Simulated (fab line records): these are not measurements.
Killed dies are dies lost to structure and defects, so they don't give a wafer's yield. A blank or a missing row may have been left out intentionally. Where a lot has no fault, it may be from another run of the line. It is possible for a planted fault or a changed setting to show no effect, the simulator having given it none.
Which of the tools did it? ; flow sky130 ; 11 lots, 33 wafers sampled, at 7 steps of a route of 708

WHAT THE GAUGES READ, wafer by wafer
SKY_CONTACT_RS_MEAS_25: measurement is done with a four-point probe.
lot;measured;on;CONTACT_W_RS (ohm/sq)
L510;day 31 13:17;film-metro-01;0.338 0.329 0.335
L512;day 32 05:35;film-metro-01;0.341 0.339 0.342
L513;day 32 17:10;film-metro-03;0.338 0.340 0.337
L514;day 32 19:39;film-metro-01;0.339 0.342 0.336
L516;day 34 01:23;film-metro-01;0.338 0.338 0.338
L521;day 36 05:55;film-metro-02;0.345 0.345 0.346
L526;day 36 18:44;film-metro-02;0.345 0.248 0.250
L528;day 37 12:32;film-metro-01;0.342 0.349 0.342
L532;day 38 20:19;film-metro-02;0.338 0.332 0.341
L531;day 38 20:37;film-metro-03;0.336 0.331 0.334
L533;day 38 23:13;film-metro-03;0.331 0.336 0.331

SKY_CONTACT_THK_MEAS_26: measures by xrf.
lot;measured;on;CONTACT_W_THK (nm)
L510;day 31 13:23;film-metro-01;346 356 350
L512;day 32 05:42;film-metro-01;341 341 338
L513;day 32 17:17;film-metro-03;349 350 352
L514;day 32 19:46;film-metro-01;342 339 343
L516;day 34 01:30;film-metro-01;346 344 346
L521;day 36 06:02;film-metro-02;333 335 330
L526;day 36 18:51;film-metro-02;333 464 458
L528;day 37 12:39;film-metro-01;342 339 344
L532;day 38 20:25;film-metro-02;343 348 341
L531;day 38 20:43;film-metro-03;358 363 357
L533;day 38 23:20;film-metro-03;362 356 362

SKY_METAL1_RS_MEAS_05: measurement is done with a four-point probe.
lot;measured;on;METAL1_ALCU_RS (ohm/sq)
L510;day 31 13:54;film-metro-03;0.1295 0.1288 0.1274
L512;day 32 06:13;film-metro-01;0.1260 0.1270 0.1292
L513;day 32 17:47;film-metro-04;0.1268 0.1262 0.1268
L514;day 32 20:16;film-metro-01;0.1253 0.1261 0.1269
L516;day 34 02:01;film-metro-03;0.1266 0.1247 0.1253
L521;day 36 06:32;film-metro-01;0.1253 0.1267 0.1282
L526;day 36 19:21;film-metro-01;0.1266 0.1268 0.1280
L528;day 37 13:10;film-metro-03;0.1259 0.1248 0.1253
L532;day 38 20:56;film-metro-04;0.1288 0.1260 0.1278
L531;day 38 21:14;film-metro-03;0.1272 0.1262 0.1271
L533;day 38 23:51;film-metro-04;0.1269 0.1265 0.1276

SKY_VIA1_THK_MEAS_01.
lot;measured;on;VIA1_HDPCVD_THK (nm)
L510;day 32 18:00;film-metro-02;1025 1040 1028
L512;day 33 09:37;film-metro-02;1034 1026 1042
L513;day 33 21:36;film-metro-02;1044 1029 1031
L514;day 34 00:23;film-metro-03;1052 1044 1045
L516;day 35 05:46;film-metro-03;1039 1022 1031
L521;day 37 09:14;film-metro-02;1042 1026 1036
L526;day 37 22:13;film-metro-04;1036 1043 1041
L528;day 38 15:20;film-metro-04;1023 1030 1016
L532;day 39 22:53;film-metro-03;1045 1025 1029
L531;day 39 23:08;film-metro-03;1036 1043 1045
L533;day 40 01:44;film-metro-03;1030 1034 1029

TOOL THAT RAN EACH LOT (tool first, then ch and the chambers of the sampled wafers, then the start)
lot;SKY_CONTACT_ETCH_16;SKY_CONTACT_CVD_24;SKY_CONTACT_CMP_27
L510;rie-diel-03 ch 0,1,2, day 31 12:20;cvd-w-01 ch 0,1, day 31 13:10;cmp-02 ch 1,2, day 31 13:28
L512;rie-diel-02 ch 0,2,3, day 32 04:41;cvd-w-02 ch 0,1, day 32 05:28;cmp-01 ch 1,3, day 32 05:45
L513;rie-diel-01 ch 0,2, day 32 16:16;cvd-w-01 ch 0, day 32 17:03;cmp-01 ch 0,1,3, day 32 17:23
L514;rie-diel-01 ch 0,1,3, day 32 18:46;cvd-w-01 ch 0,1, day 32 19:32;cmp-02 ch 0,1, day 32 19:50
L516;rie-diel-03 ch 1,2,3, day 34 00:29;cvd-w-02 ch 0,1, day 34 01:16;cmp-01 ch 0,2,3, day 34 01:33
L521;rie-diel-01 ch 1,2,3, day 36 05:01;cvd-w-02 ch 0,1, day 36 05:48;cmp-01 ch 1,2,3, day 36 06:08
L526;rie-diel-03 ch 1,3, day 36 17:49;cvd-w-01 ch 0,1, day 36 18:37;cmp-02 ch 0,1, day 36 18:55
L528;rie-diel-03 ch 0,1, day 37 11:37;cvd-w-02 ch 0,1, day 37 12:25;cmp-02 ch 0,3, day 37 12:45
L532;rie-diel-01 ch 1,2,3, day 38 19:19;cvd-w-02 ch 0,1, day 38 20:12;cmp-01 ch 0,2,3, day 38 20:30
L531;rie-diel-02 ch 0,1,3, day 38 19:41;cvd-w-02 ch 0,1, day 38 20:30;cmp-01 ch 0,1, day 38 20:48
L533;rie-diel-03 ch 1,2, day 38 22:19;cvd-w-02 ch 0,1, day 38 23:05;cmp-01 ch 1,2,3, day 38 23:26
- SKY_CONTACT_ETCH_16: etches BARC in N2/H2, stops on SiO2, time 45.9 s, target depth 60 nm.
- SKY_CONTACT_CVD_24: deposits W, target thk 340 nm, time 102.12 s.
- SKY_CONTACT_CMP_27: polishes, stops on SiO2, t overpolish 15 s, target thk 0 nm.

WHAT THE TOOLS THEMSELVES READ (means of the sampled wafers that have a number; where no wafer has one, the mark that the record gives instead)
SKY_CONTACT_ETCH_16.
lot;tool;drypump-motor-current-A (A);oes-product-au (a.u.);throttle-valve-pct (%)
L510;rie-diel-03;5.5;0.853;13.229
L512;rie-diel-02;5.5;0.858;13.225
L513;rie-diel-01;5.7;0.853;13.220
L514;rie-diel-01;5.2;0.852;13.224
L516;rie-diel-03;5.5;0.851;13.224
L521;rie-diel-01;5.7;0.851;13.234
L526;rie-diel-03;5.8;0.854;13.229
L528;rie-diel-03;5.6;0.856;13.227
L532;rie-diel-01;5.7;0.853;13.226
L531;rie-diel-02;5.8;0.850;13.228
L533;rie-diel-03;5.4;0.856;13.218

SKY_CONTACT_CVD_24.
lot;tool;heater-power-w (W)
L510;cvd-w-01;927
L512;cvd-w-02;759
L513;cvd-w-01;927
L514;cvd-w-01;937
L516;cvd-w-02;789
L521;cvd-w-02;783
L526;cvd-w-01;949
L528;cvd-w-02;787
L532;cvd-w-02;773
L531;cvd-w-02;780
L533;cvd-w-02;777

SKY_CONTACT_CMP_27.
lot;tool;motor-current-A (A);time-to-endpoint-s (s)
L510;cmp-02;11.4;80
L512;cmp-01;12.0;80
L513;cmp-01;11.9;83
L514;cmp-02;11.1;78
L516;cmp-01;11.5;82
L521;cmp-01;12.3;79
L526;cmp-02;11.0;97
L528;cmp-02;11.2;80
L532;cmp-01;12.0;80
L531;cmp-01;11.5;84
L533;cmp-01;11.8;83

THE ANSWER, worked out from the rows above alone
Rule: the usual values come from the lots themselves. Put in order of their means at a reading, lots are off if they are a third of the lots or fewer, leave a main group of 4 or more, and stand apart from it by a gap of 3 or more times the standard deviation of the main group's means; of several such gaps the widest counts. If all means in a main group match to the digits the tables above print for the reading, that group is not used. A lot without any number at a reading at which 4 lots or more have one is off too. The other lots that the step has rows for count as sound. The gauges are gone through in route order, then the tools' own readings, and for those a lot's mean is taken as printed above. The first step at which some lot is off is used, and at that step the reading that is off furthest; a lot without a number counts as furthest.
Off: L526, at SKY_CONTACT_RS_MEAS_25 (CONTACT_W_RS). The main group has a mean of 0.338 ohm/sq with a standard deviation of 0.0041.
A tool fits if, at a process step before that reading, it ran every lot that is off, and no sound lot after the first of them. The gauges at SKY_CONTACT_RS_MEAS_25 aren't tried: what is off there is off at SKY_CONTACT_CMP_27 too, on other tools, and a gauge's error can't cause that. One fits: cvd-w-01 at SKY_CONTACT_CVD_24. A fault onset in the window from L514 (day 32 19:32, its last sound lot) to L526 (day 36 18:37, its first lot off) fits.

WHAT THE SIMULATOR PUT IN
cvd-w-01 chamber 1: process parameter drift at SKY_CONTACT_CVD_24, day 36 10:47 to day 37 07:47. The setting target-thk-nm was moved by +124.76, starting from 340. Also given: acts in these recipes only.
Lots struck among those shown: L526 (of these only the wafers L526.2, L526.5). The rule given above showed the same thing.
